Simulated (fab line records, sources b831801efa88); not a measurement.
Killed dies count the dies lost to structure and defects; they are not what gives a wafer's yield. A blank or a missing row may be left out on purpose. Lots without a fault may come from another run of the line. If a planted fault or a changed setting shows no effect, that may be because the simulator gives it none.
fab line records	flow gf180mcu	part 1 of 2: steps 1 to 28 of 40
record: lots: 5	wafers: 15	last-day: 34
route steps=602 shown VT_IMPLANT@114 MVSD@136 NWELL@137 LVPWELL@138 MVPSD@139 DUAL_GATE@141
lots untouched by any fault: they come from a run of this same line in which no faults occurred
start-h: the number of hours between the record's first day and the start of the first shown wafer of the lot	wait-h: how many hours have passed since the lot's step before this one	" repeats the value in the row above	L1.1+2: a single row standing in for several wafers	- value missing, or start not given	* or withheld: withheld	< > ~ a bound
route shown NAME@n: a module of which the file shows steps, and the number in the route of the first	usual: the fault-free wafers' mean and standard deviation	same: alike in all rows	chamber/n: place in a boat	sites: readings site by site	_std_site: the standard deviation of these	_edge_site: mean of outer sites minus mean of inner sites	radius-mm: how far each site lies from the wafer's centre	mask NAME#n: copy n	behind: the tool/chamber that last shaped the wafer	hold: why the lot was held/for how many hours/how that ended	device: the transistor (n, p or np) that didn't switch	end of line: the same wafers' tests at the end of the route	where a step has no rows: the recipe by itself	killed: at the first sort, the dies lost to defects and structure; wafer yield is something else	map: dies across one wafer; x = killed, . = not, _ = none there
set.NAME: setting as actually run; set.NAME@STEP: the setting as run at that earlier step	model.NAME: the simulator's own value behind a step, which no gauge read
lots seen at some steps along the route; tables by step, rows by wafer
services: the hour from which a tool's chamber was out of use, counted from the record's first day as start-h (under 0 if before that day), plus the number of hours and why
== steps ==
step: GF_VT_IMPLANT_COAT_24
recipe: resist: NOVOLAK	spin-rpm: 3000	resist-thk-nm: 1000
usual: spin-speed-rpm: 2999.9/2.2
lot.wafer	tool	chamber	start-h	wait-h	spin-speed-rpm
L081.3	litho-track-04	0	180.50	0.1	2999.7
L081.4	"	0	"	"	3001.6
L081.5	"	0	"	"	3000.2
L084.1	litho-track-02	0	198.34	0.1	2999.3
L084.3	"	0	"	"	3002.7
L084.5	"	0	"	"	3000.6
L089.3	litho-track-04	0	231.25	0.1	3000.9
L089.4	"	0	"	"	2998.9
L089.6	"	0	"	"	2995.4
L091.4	litho-track-02	0	242.86	0.1	2998.9
L091.5	"	0	"	"	3000.6
L091.6	"	0	"	"	2997.7
L097.2	litho-track-01	0	285.13	0.1	2999.7
L097.5	"	0	"	"	2998.9
L097.6	"	0	"	"	2997.4
step: GF_VT_IMPLANT_SOFTBAKE_25
recipe: temp-c: 90	time-s: 60	resist: NOVOLAK
usual: plate-temp-C: 90.02/0.12
same: time-s: 60
lot.wafer	tool	chamber	start-h	wait-h	plate-temp-C
L081.3	litho-track-04	0	180.65	0.1	89.94
L081.4	"	0	"	"	90.02
L081.5	"	0	"	"	89.95
L084.1	litho-track-02	0	198.49	0.1	89.94
L084.3	"	0	"	"	90.14
L084.5	"	0	"	"	89.94
L089.3	litho-track-04	0	231.40	0.1	89.98
L089.4	"	0	"	"	89.92
L089.6	"	0	"	"	90.09
L091.4	litho-track-02	0	243.01	0.1	89.92
L091.5	"	0	"	"	90.10
L091.6	"	0	"	"	90.14
L097.2	litho-track-01	0	285.28	0.1	90.02
L097.5	"	0	"	"	89.88
L097.6	"	0	"	"	89.93
step: GF_VT_IMPLANT_EXPOSE_26
recipe: mask-id: LVPWELL_HV_AREA	target-cd-nm: 860	na: 0.6	source-shape: conventional	sigma-outer: 0.6	dose-mj: 140
lot.wafer	tool	chamber	start-h	wait-h	mask
L081.3+4+5	iline-stepper-02	0	-	-	LVPWELL_HV_AREA#0
L084.1+3+5	iline-stepper-02	0	-	-	LVPWELL_HV_AREA#0
L089.3+4+6	iline-stepper-02	0	-	-	LVPWELL_HV_AREA#0
L091.4+5+6	iline-stepper-02	0	-	-	LVPWELL_HV_AREA#0
L097.2+5+6	iline-stepper-02	0	-	-	LVPWELL_HV_AREA#0
step: GF_VT_IMPLANT_PEB_27
recipe: temp-c: withheld	time-s: *	resist: NOVOLAK
same: time-s: *
lot.wafer	tool	chamber	start-h	wait-h
L081.3+4+5	litho-track-01	0	-	-
L084.1+3+5	litho-track-04	0	-	-
L089.3+4+6	litho-track-02	0	-	-
L091.4+5+6	litho-track-04	0	-	-
L097.2+5+6	litho-track-01	0	-	-
step: GF_VT_IMPLANT_DEVELOP_28
recipe: develop-time-s: 60	dev-temp-c: 23
usual: developer-temp-C: 22.99/0.12
same: develop-time-s: 60
lot.wafer	tool	chamber	start-h	wait-h	developer-temp-C
L081.3	litho-track-01	0	189.15	0.1	23.07
L081.4	"	0	"	"	22.71
L081.5	"	0	"	"	23.02
L084.1	litho-track-04	0	206.35	0.1	22.82
L084.3	"	0	"	"	22.85
L084.5	"	0	"	"	22.89
L089.3	litho-track-02	0	240.19	0.1	22.76
L089.4	"	0	"	"	22.86
L089.6	"	0	"	"	22.87
L091.4	litho-track-04	0	252.17	0.1	22.99
L091.5	"	0	"	"	23.06
L091.6	"	0	"	"	23.05
L097.2	litho-track-01	0	295.43	0.1	22.93
L097.5	"	0	"	"	22.93
L097.6	"	0	"	"	23.14
step: GF_VT_IMPLANT_OVL_MEAS_29
usual: VT_IMPLANT_02_OVL: 0.8/1.4
lot.wafer	tool	chamber	start-h	wait-h	VT_IMPLANT_02_OVL[nm]
L081.3	overlay-02	-	189.27	0.1	3.3
L081.4	"	-	"	"	3.5
L081.5	"	-	"	"	1.6
L084.1	overlay-02	-	206.50	0.1	1.4
L084.3	"	-	"	"	2.2
L084.5	"	-	"	"	-1.0
L089.3	overlay-02	-	240.30	0.1	0.2
L089.4	"	-	"	"	-0.1
L089.6	"	-	"	"	0.2
L091.4	overlay-02	-	252.27	0.1	0.5
L091.5	"	-	"	"	0.2
L091.6	"	-	"	"	-0.3
L097.2	overlay-02	-	295.56	0.1	-0.5
L097.5	"	-	"	"	2.4
L097.6	"	-	"	"	0.1
step: GF_VT_IMPLANT_IMPLANT_30
recipe: species: B	energy-kev: 25	dose-cm2: 2.534e+12	tilt-deg: 7
usual: end-station-pressure-torr: 4.98e-06/2.7e-07
lot.wafer	tool	chamber	start-h	wait-h	end-station-pressure-torr
L081.3	implanter-01	0	189.34	0.1	4.89e-06
L081.4	"	0	"	"	4.71e-06
L081.5	"	0	"	"	4.98e-06
L084.1	implanter-03	0	206.53	0.0	4.93e-06
L084.3	"	0	"	"	5.31e-06
L084.5	"	0	"	"	5.13e-06
L089.3	implanter-04	0	240.38	0.1	4.72e-06
L089.4	"	0	"	"	5.06e-06
L089.6	"	0	"	"	5.06e-06
L091.4	implanter-04	0	252.36	0.1	4.7e-06
L091.5	"	0	"	"	4.34e-06
L091.6	"	0	"	"	5.21e-06
L097.2	implanter-03	0	295.61	0.0	4.91e-06
L097.5	"	0	"	"	5.01e-06
L097.6	"	0	"	"	5e-06
step: GF_VT_IMPLANT_STRIP_31
recipe: chemistry: O2/N2	power-w: 1400	pressure-mtorr: 1500	platen-temp-c: 250	o2-flow-sccm: 3000	n2-flow-sccm: 300	overash-fraction: 0.5
usual: drypump-motor-current-A: 5.6/0.32	heater-power-w: 338/26	oes-product-au: 0.716/0.0051	strip-time-to-endpoint-s: 12.62/0.033
lot.wafer	tool	chamber	start-h	wait-h	drypump-motor-current-A	heater-power-w	oes-product-au	rf-hours-counter-h	strip-time-to-endpoint-s
L081.3	plasma-asher-04	1	189.47	0.1	5.5	328	0.709	-	12.60
L081.4	"	0	"	"	5.6	374	0.714	-	12.61
L081.5	"	1	"	"	5.5	332	0.714	-	12.62
L084.1	plasma-asher-03	0	206.68	0.1	5.4	290	0.717	47	12.51
L084.3	"	0	"	"	5.4	297	0.714	-	12.56
L084.5	"	1	"	"	6.1	337	0.724	-	12.56
L089.3	plasma-asher-03	0	240.51	0.1	5.4	298	0.720	-	12.59
L089.4	"	1	"	"	6.0	341	0.708	-	12.61
L089.6	"	1	"	"	6.0	349	0.711	-	12.62
L091.4	plasma-asher-01	0	252.47	0.1	5.6	360	0.717	-	12.57
L091.5	"	1	"	"	4.9	328	0.714	-	12.60
L091.6	"	0	"	"	5.6	361	0.714	-	12.63
L097.2	plasma-asher-04	1	295.74	0.1	5.5	324	0.713	19	12.65
L097.5	"	1	"	"	5.5	334	0.720	-	12.61
L097.6	"	0	"	"	5.7	383	0.705	-	12.60
step: GF_VT_IMPLANT_TW_MEAS_32
usual: VT_IMPLANT_3_TW: 269/3.1
lot.wafer	tool	chamber	start-h	wait-h	VT_IMPLANT_3_TW
L081.3	film-metro-04	-	189.56	0.1	272
L081.4	"	-	"	"	271
L081.5	"	-	"	"	271
L084.1	film-metro-04	-	206.78	0.1	273
L084.3	"	-	"	"	270
L084.5	"	-	"	"	271
L089.3	film-metro-02	-	240.60	0.1	264
L089.4	"	-	"	"	263
L089.6	"	-	"	"	265
L091.4	film-metro-03	-	252.56	0.1	269
L091.5	"	-	"	"	268
L091.6	"	-	"	"	270
L097.2	film-metro-04	-	295.85	0.1	271
L097.5	"	-	"	"	271
L097.6	"	-	"	"	274
step: GF_VT_IMPLANT_DEHYDRATE_33
recipe: temp-c: 200	time-s: 60
usual: plate-temp-C: 200.00/0.14
same: time-s: 60
lot.wafer	tool	chamber	start-h	wait-h	plate-temp-C
L081.3	litho-track-01	0	197.25	7.7	199.94
L081.4	"	0	"	"	200.04
L081.5	"	0	"	"	200.14
L084.1	litho-track-01	0	215.35	8.6	200.12
L084.3	"	0	"	"	200.29
L084.5	"	0	"	"	200.23
L089.3	litho-track-01	0	249.30	8.7	200.03
L089.4	"	0	"	"	199.87
L089.6	"	0	"	"	200.26
L091.4	litho-track-02	0	261.16	8.6	200.00
L091.5	"	0	"	"	200.30
L091.6	"	0	"	"	200.15
L097.2	litho-track-01	0	304.98	9.1	199.90
L097.5	"	0	"	"	199.84
L097.6	"	0	"	"	200.24
step: GF_VT_IMPLANT_HMDS_34
recipe: prime-time-s: 60	prime-temp-c: 120
same: prime-time-s: 60
lot.wafer	tool	chamber	start-h	wait-h
L081.3+4+5	litho-track-01	0	197.40	0.1
L084.1+3+5	litho-track-01	0	215.50	0.1
L089.3+4+6	litho-track-01	0	249.45	0.1
L091.4+5+6	litho-track-02	0	261.31	0.1
L097.2+5+6	litho-track-01	0	305.13	0.1
step: GF_VT_IMPLANT_COAT_35
recipe: resist: NOVOLAK	spin-rpm: 3000	resist-thk-nm: 1000
usual: spin-speed-rpm: 3000.0/2.1
lot.wafer	tool	chamber	start-h	wait-h	spin-speed-rpm
L081.3	litho-track-01	0	197.55	0.1	2998.4
L081.4	"	0	"	"	2998.8
L081.5	"	0	"	"	2996.0
L084.1	litho-track-01	0	215.65	0.1	3003.2
L084.3	"	0	"	"	3001.0
L084.5	"	0	"	"	3000.1
L089.3	litho-track-01	0	249.60	0.1	3006.7
L089.4	"	0	"	"	3002.4
L089.6	"	0	"	"	3001.9
L091.4	litho-track-02	0	261.46	0.1	3000.3
L091.5	"	0	"	"	3001.2
L091.6	"	0	"	"	3002.4
L097.2	litho-track-01	0	305.28	0.1	3006.2
L097.5	"	0	"	"	3002.7
L097.6	"	0	"	"	3003.1
step: GF_VT_IMPLANT_SOFTBAKE_36
recipe: temp-c: 90	time-s: 60	resist: NOVOLAK
usual: plate-temp-C: 89.99/0.12
same: time-s: 60
lot.wafer	tool	chamber	start-h	wait-h	plate-temp-C
L081.3	litho-track-01	0	197.70	0.1	90.00
L081.4	"	0	"	"	89.89
L081.5	"	0	"	"	89.85
L084.1	litho-track-01	0	215.80	0.1	90.03
L084.3	"	0	"	"	89.84
L084.5	"	0	"	"	90.19
L089.3	litho-track-01	0	249.75	0.1	90.02
L089.4	"	0	"	"	89.94
L089.6	"	0	"	"	89.99
L091.4	litho-track-02	0	261.61	0.1	89.90
L091.5	"	0	"	"	89.82
L091.6	"	0	"	"	89.66
L097.2	litho-track-01	0	305.43	0.1	89.99
L097.5	"	0	"	"	89.95
L097.6	"	0	"	"	90.08
step: GF_VT_IMPLANT_EXPOSE_37
recipe: mask-id: Nwell_HV_AREA	target-cd-nm: 860	na: 0.6	source-shape: conventional	sigma-outer: 0.6	dose-mj: 140
lot.wafer	tool	chamber	start-h	wait-h	mask
L081.3+4+5	iline-stepper-02	0	-	-	Nwell_HV_AREA#0
L084.1+3+5	iline-stepper-02	0	-	-	Nwell_HV_AREA#0
L089.3+4+6	iline-stepper-02	0	-	-	Nwell_HV_AREA#0
L091.4+5+6	iline-stepper-01	0	-	-	Nwell_HV_AREA#0
L097.2+5+6	iline-stepper-01	0	-	-	Nwell_HV_AREA#0
step: GF_VT_IMPLANT_PEB_38
recipe: temp-c: withheld	time-s: *	resist: NOVOLAK
same: time-s: *
lot.wafer	tool	chamber	start-h	wait-h
L081.3+4+5	litho-track-02	0	-	-
L084.1+3+5	litho-track-01	0	-	-
L089.3+4+6	litho-track-01	0	-	-
L091.4+5+6	litho-track-02	0	-	-
L097.2+5+6	litho-track-02	0	-	-
step: GF_VT_IMPLANT_DEVELOP_39
recipe: develop-time-s: 60	dev-temp-c: 23
usual: developer-temp-C: 22.98/0.1
same: develop-time-s: 60
lot.wafer	tool	chamber	start-h	wait-h	developer-temp-C
L081.3	litho-track-02	0	206.14	0.1	22.84
L081.4	"	0	"	"	22.96
L081.5	"	0	"	"	22.80
L084.1	litho-track-01	0	224.80	0.1	22.70
L084.3	"	0	"	"	22.99
L084.5	"	0	"	"	23.06
L089.3	litho-track-01	0	259.10	0.1	22.85
L089.4	"	0	"	"	22.92
L089.6	"	0	"	"	23.03
L091.4	litho-track-02	0	270.41	0.1	23.08
L091.5	"	0	"	"	22.99
L091.6	"	0	"	"	23.00
L097.2	litho-track-02	0	315.51	0.1	23.07
L097.5	"	0	"	"	22.97
L097.6	"	0	"	"	23.11
step: GF_VT_IMPLANT_OVL_MEAS_40
usual: VT_IMPLANT_03_OVL: 0.5/1.4
lot.wafer	tool	chamber	start-h	wait-h	VT_IMPLANT_03_OVL[nm]
L081.3	overlay-01	-	206.25	0.1	2.0
L081.4	"	-	"	"	0.5
L081.5	"	-	"	"	0.9
L084.1	overlay-01	-	224.95	0.1	-0.4
L084.3	"	-	"	"	-1.2
L084.5	"	-	"	"	0.6
L089.3	overlay-01	-	259.21	0.1	-0.4
L089.4	"	-	"	"	0.9
L089.6	"	-	"	"	0.7
L091.4	overlay-01	-	270.51	0.1	1.7
L091.5	"	-	"	"	2.6
L091.6	"	-	"	"	4.3
L097.2	overlay-01	-	315.64	0.1	-0.7
L097.5	"	-	"	"	1.0
L097.6	"	-	"	"	0.4
step: GF_VT_IMPLANT_IMPLANT_41
recipe: species: As	energy-kev: 70	dose-cm2: 1.013e+12	tilt-deg: 7
usual: end-station-pressure-torr: 4.99e-06/2.6e-07
lot.wafer	tool	chamber	start-h	wait-h	end-station-pressure-torr
L081.3	implanter-01	0	206.33	0.1	4.55e-06
L081.4	"	0	"	"	5e-06
L081.5	"	0	"	"	4.84e-06
L084.1	implanter-04	0	224.99	0.0	4.76e-06
L084.3	"	0	"	"	5.22e-06
L084.5	"	0	"	"	4.96e-06
L089.3	implanter-01	0	259.29	0.1	4.46e-06
L089.4	"	0	"	"	4.85e-06
L089.6	"	0	"	"	4.61e-06
L091.4	implanter-03	0	270.60	0.1	5.4e-06
L091.5	"	0	"	"	4.95e-06
L091.6	"	0	"	"	4.96e-06
L097.2	implanter-01	0	315.70	0.0	4.76e-06
L097.5	"	0	"	"	5.11e-06
L097.6	"	0	"	"	5.1e-06
step: GF_VT_IMPLANT_STRIP_42
recipe: chemistry: O2/N2	power-w: 1400	pressure-mtorr: 1500	platen-temp-c: 250	o2-flow-sccm: 3000	n2-flow-sccm: 300	overash-fraction: 0.5
usual: drypump-motor-current-A: 5.5/0.31	heater-power-w: 341/25	oes-product-au: 0.716/0.0048	strip-time-to-endpoint-s: 12.62/0.04
lot.wafer	tool	chamber	start-h	wait-h	drypump-motor-current-A	heater-power-w	oes-product-au	rf-hours-counter-h	strip-time-to-endpoint-s
L081.3	plasma-asher-04	1	206.46	0.1	5.5	324	0.720	-	12.63
L081.4	"	0	"	"	5.7	378	0.722	-	12.67
L081.5	"	0	"	"	5.6	370	0.726	-	12.62
L084.1	plasma-asher-01	1	225.14	0.1	4.9	330	0.722	56	12.61
L084.3	"	1	"	"	4.9	337	0.718	-	12.68
L084.5	"	0	"	"	5.6	369	0.719	-	12.65
L089.3	plasma-asher-03	1	259.42	0.1	6.0	334	0.716	-	12.62
L089.4	"	0	"	"	5.4	294	0.718	-	12.62
L089.6	"	0	"	"	5.4	301	0.710	-	12.63
L091.4	plasma-asher-04	1	270.71	0.1	5.5	320	0.710	-	12.60
L091.5	"	0	"	"	5.7	379	0.710	-	12.61
L091.6	"	1	"	"	5.5	332	0.719	-	12.62
L097.2	plasma-asher-04	0	315.82	0.1	5.7	381	0.722	21	12.69
L097.5	"	1	"	"	5.5	337	0.720	-	12.66
L097.6	"	0	"	"	5.7	369	0.706	-	12.66
step: GF_VT_IMPLANT_TW_MEAS_43
usual: VT_IMPLANT_4_TW: 694/6.5
lot.wafer	tool	chamber	start-h	wait-h	VT_IMPLANT_4_TW
L081.3	film-metro-04	-	206.55	0.1	702
L081.4	"	-	"	"	700
L081.5	"	-	"	"	698
L084.1	film-metro-03	-	225.24	0.1	692
L084.3	"	-	"	"	697
L084.5	"	-	"	"	694
L089.3	film-metro-03	-	259.51	0.1	691
L089.4	"	-	"	"	692
L089.6	"	-	"	"	695
L091.4	film-metro-04	-	270.81	0.1	696
L091.5	"	-	"	"	694
L091.6	"	-	"	"	700
L097.2	film-metro-02	-	315.93	0.1	683
L097.5	"	-	"	"	686
L097.6	"	-	"	"	684
step: GF_VT_IMPLANT_CLEAN_44
recipe: chemistry: SC1/SC2	mix: 1:4:20	temp-c: 70	time-s: 150	dry: n2-spin
same: time-s: 150
lot.wafer	tool	chamber	start-h	wait-h
L081.3+4+5	wet-bench-02	0	206.59	0.0
L084.1+3+5	wet-bench-03	3	225.30	0.1
L089.3+4+6	wet-bench-04	0	259.55	0.0
L091.4+5+6	wet-bench-02	1	270.84	0.0
L097.2+5+6	wet-bench-03	1	315.98	0.0
step: GF_VT_IMPLANT_RTA_45
recipe: temp-c: 1050	time-s: 30	ambient: N2
usual: lamp-power-pct: 32.8/1.3	wafer_temp_C_max: 1054.9/0.88
same: time-s: 30
lot.wafer	tool	chamber	start-h	wait-h	lamp-power-pct	wafer_temp_C_max
L081.3	rtp-anneal-02	0	206.67	0.0	33.8	1053.3
L081.4	"	0	"	"	33.8	1055.6
L081.5	"	0	"	"	33.8	1053.7
L084.1	rtp-anneal-02	0	225.40	0.0	33.8	1056.1
L084.3	"	0	"	"	33.9	1053.9
L084.5	"	0	"	"	33.8	1054.9
L089.3	rtp-anneal-02	0	259.63	0.0	33.8	1054.0
L089.4	"	0	"	"	33.8	1055.0
L089.6	"	0	"	"	33.8	1053.7
L091.4	rtp-anneal-02	0	270.94	0.1	33.9	1055.1
L091.5	"	0	"	"	33.8	1054.7
L091.6	"	0	"	"	33.8	1055.3
L097.2	rtp-anneal-02	0	316.05	0.0	33.8	1053.6
L097.5	"	0	"	"	33.9	1054.6
L097.6	"	0	"	"	33.8	1053.9
step: GF_VT_IMPLANT_RS_MEAS_46
recipe: thk-meas-gauge: four-point-probe
usual: MVSD_RS: 456.8/1
lot.wafer	tool	chamber	start-h	wait-h	MVSD_RS[ohm/sq]
L081.3	film-metro-02	-	206.78	0.1	455.3
L081.4	"	-	"	"	455.7
L081.5	"	-	"	"	456.2
L084.1	film-metro-04	-	225.50	0.1	456.9
L084.3	"	-	"	"	456.7
L084.5	"	-	"	"	457.4
L089.3	film-metro-02	-	259.74	0.1	457.5
L089.4	"	-	"	"	457.5
L089.6	"	-	"	"	457.6
L091.4	film-metro-01	-	271.05	0.1	456.4
L091.5	"	-	"	"	456.3
L091.6	"	-	"	"	456.1
L097.2	film-metro-02	-	316.15	0.1	458.9
L097.5	"	-	"	"	457.7
L097.6	"	-	"	"	458.3
step: GF_VT_IMPLANT_RS_MEAS_47
recipe: thk-meas-gauge: four-point-probe
usual: NWELL_RS: 488.4/1
lot.wafer	tool	chamber	start-h	wait-h	NWELL_RS[ohm/sq]
L081.3	film-metro-02	-	206.90	0.1	488.3
L081.4	"	-	"	"	489.4
L081.5	"	-	"	"	489.9
L084.1	film-metro-04	-	225.62	0.1	487.8
L084.3	"	-	"	"	489.5
L084.5	"	-	"	"	487.4
L089.3	film-metro-02	-	259.86	0.1	488.2
L089.4	"	-	"	"	487.9
L089.6	"	-	"	"	487.4
L091.4	film-metro-01	-	271.17	0.1	489.3
L091.5	"	-	"	"	488.0
L091.6	"	-	"	"	487.6
L097.2	film-metro-02	-	316.27	0.1	489.3
L097.5	"	-	"	"	488.5
L097.6	"	-	"	"	488.3
step: GF_VT_IMPLANT_RS_MEAS_48
recipe: thk-meas-gauge: four-point-probe
usual: LVPWELL_RS: 1198.0/3
lot.wafer	tool	chamber	start-h	wait-h	LVPWELL_RS[ohm/sq]
L081.3	film-metro-02	-	207.02	0.1	1202.4
L081.4	"	-	"	"	1199.2
L081.5	"	-	"	"	1201.5
L084.1	film-metro-04	-	225.74	0.1	1195.2
L084.3	"	-	"	"	1194.1
L084.5	"	-	"	"	1194.7
L089.3	film-metro-02	-	259.98	0.1	1196.3
L089.4	"	-	"	"	1198.8
L089.6	"	-	"	"	1195.0
L091.4	film-metro-01	-	271.29	0.1	1198.2
L091.5	"	-	"	"	1198.1
L091.6	"	-	"	"	1197.8
L097.2	film-metro-02	-	316.39	0.1	1198.6
L097.5	"	-	"	"	1194.4
L097.6	"	-	"	"	1195.7
step: GF_VT_IMPLANT_RS_MEAS_49
recipe: thk-meas-gauge: four-point-probe
usual: MVPSD_RS: 1169.5/2.7
lot.wafer	tool	chamber	start-h	wait-h	MVPSD_RS[ohm/sq]
L081.3	film-metro-02	-	207.14	0.1	1165.3
L081.4	"	-	"	"	1166.4
L081.5	"	-	"	"	1167.2
L084.1	film-metro-04	-	225.86	0.1	1167.0
L084.3	"	-	"	"	1167.3
L084.5	"	-	"	"	1167.7
L089.3	film-metro-02	-	260.10	0.1	1164.7
L089.4	"	-	"	"	1168.9
L089.6	"	-	"	"	1166.0
L091.4	film-metro-01	-	271.41	0.1	1167.1
L091.5	"	-	"	"	1170.4
L091.6	"	-	"	"	1169.0
L097.2	film-metro-02	-	316.51	0.1	1169.8
L097.5	"	-	"	"	1170.8
L097.6	"	-	"	"	1171.0
step: GF_VT_IMPLANT_WET_ETCH_50
recipe: chemistry: dHF	target-depth-nm: 20	target: SiO2	temp-c: 25	dilution: 100:1	time-s: 400
same: time-s: 400
lot.wafer	tool	chamber	start-h	wait-h
L081.3+4+5	wet-bench-03	3	207.22	0.1
L084.1+3+5	wet-bench-02	3	225.98	0.1
L089.3+4+6	wet-bench-04	2	260.18	0.1
L091.4+5+6	wet-bench-02	3	271.47	0.0
L097.2+5+6	wet-bench-03	1	316.61	0.1
step: GF_DUAL_GATE_CLEAN_00
recipe: chemistry: SC1/SC2	mix: 1:4:20	temp-c: 70	time-s: 150
same: time-s: 150
lot.wafer	tool	chamber	start-h	wait-h
L081.3+4+5	wet-bench-04	2	207.46	0.0
L084.1+3+5	wet-bench-04	2	226.10	0.0
L089.3+4+6	wet-bench-04	2	260.30	0.0
L091.4+5+6	wet-bench-04	0	271.62	0.0
L097.2+5+6	wet-bench-02	3	316.73	0.0
